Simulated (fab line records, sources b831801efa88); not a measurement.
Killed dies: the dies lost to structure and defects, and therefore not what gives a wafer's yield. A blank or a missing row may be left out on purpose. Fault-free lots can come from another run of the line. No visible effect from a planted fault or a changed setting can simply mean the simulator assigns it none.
2 desks, one fault || flow sky130 || each desk holds nothing but its own numbers, with what lay behind them at the end

== FROM THE METROLOGY DESK ==
What the gauges read for every lot (on any tool): the sampled wafers with a number, averaged. The brackets show how far a lot's mean lies from the usual mean; more than 4 standard deviations puts the lot out of limits, marked OUT.
Columns: A = SD_N_RS at SKY_SD_N_RS_MEAS_16, usual 68.57 ohm/sq
{"lot": "L842", "first seen here": "day 28 10:24", "A": 68.57}
{"lot": "L843", "first seen here": "day 28 18:37", "A": 68.63}
{"lot": "L847", "first seen here": "day 30 03:26", "A": "61.22 (-57) OUT"}
{"lot": "L851", "first seen here": "day 31 14:20", "A": "61.29 (-56) OUT"}
{"lot": "L853", "first seen here": "day 32 00:49", "A": 68.60}
{"lot": "L854", "first seen here": "day 32 07:37", "A": 68.58}
{"lot": "L855", "first seen here": "day 32 17:47", "A": 68.39}
{"lot": "L858", "first seen here": "day 33 21:50", "A": 68.61}
{"lot": "L859", "first seen here": "day 34 06:02", "A": 68.75}
{"lot": "L860", "first seen here": "day 34 18:14", "A": 68.72}
{"lot": "L861", "first seen here": "day 34 19:59", "A": 68.68}
{"lot": "L862", "first seen here": "day 35 01:44", "A": 68.63}
{"lot": "L863", "first seen here": "day 35 06:05", "A": 68.62}
{"lot": "L864", "first seen here": "day 35 11:53", "A": 68.55}
Per this desk, out of limits: L847, L851; the first was L847, day 30 03:26 (SD_N_RS at SKY_SD_N_RS_MEAS_16). L842, L843, L853, L854, L855, L858, L859, L860, L861, L862, L863, L864: within limits.

== THE TOOL OWNER'S DESK: implanter-04 ==
SKY_SD_N_IMPLANT_09, tool's own readings: per-lot mean of the sampled wafers with a number, covering each lot this tool ran. The brackets show how far a lot's mean lies from the usual mean; more than 4 standard deviations puts the lot out of limits, marked OUT.
Columns: A = beam_energy_keV at SKY_SD_N_IMPLANT_09, usual 50.001
{"lot": "L847", "first seen here": "day 30 02:46", "A": "61.376 (+99 or more) OUT"}
{"lot": "L851", "first seen here": "day 31 13:38", "A": "61.375 (+99 or more) OUT"}
{"lot": "L859", "first seen here": "day 34 05:20", "A": 50.015}
{"lot": "L861", "first seen here": "day 34 19:17", "A": 50.007}
{"lot": "L862", "first seen here": "day 35 01:04", "A": 50.015}
This desk's verdict: out of limits on L847, L851, starting with L847 at day 30 02:46 (beam_energy_keV at SKY_SD_N_IMPLANT_09). L859, L861, L862: within limits.

== BROUGHT TOGETHER ==
An alarm could have come from the tool owner's desk at day 30 02:46, on L847, L851.
An alarm was possible from the metrology desk at day 30 03:26, on L847, L851.
All the named lots went through SKY_SD_N_IMPLANT_09 on implanter-04.

== WHAT THE SIMULATOR HAD PUT IN ==
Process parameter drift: implanter-04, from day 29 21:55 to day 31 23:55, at SKY_SD_N_IMPLANT_09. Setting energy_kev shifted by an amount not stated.
Struck lots among those shown: L847, L851.
Delay (hours) between the fault's onset and each desk's first out-of-limits reading: 5 at the tool owner's desk, 6 at the metrology desk.
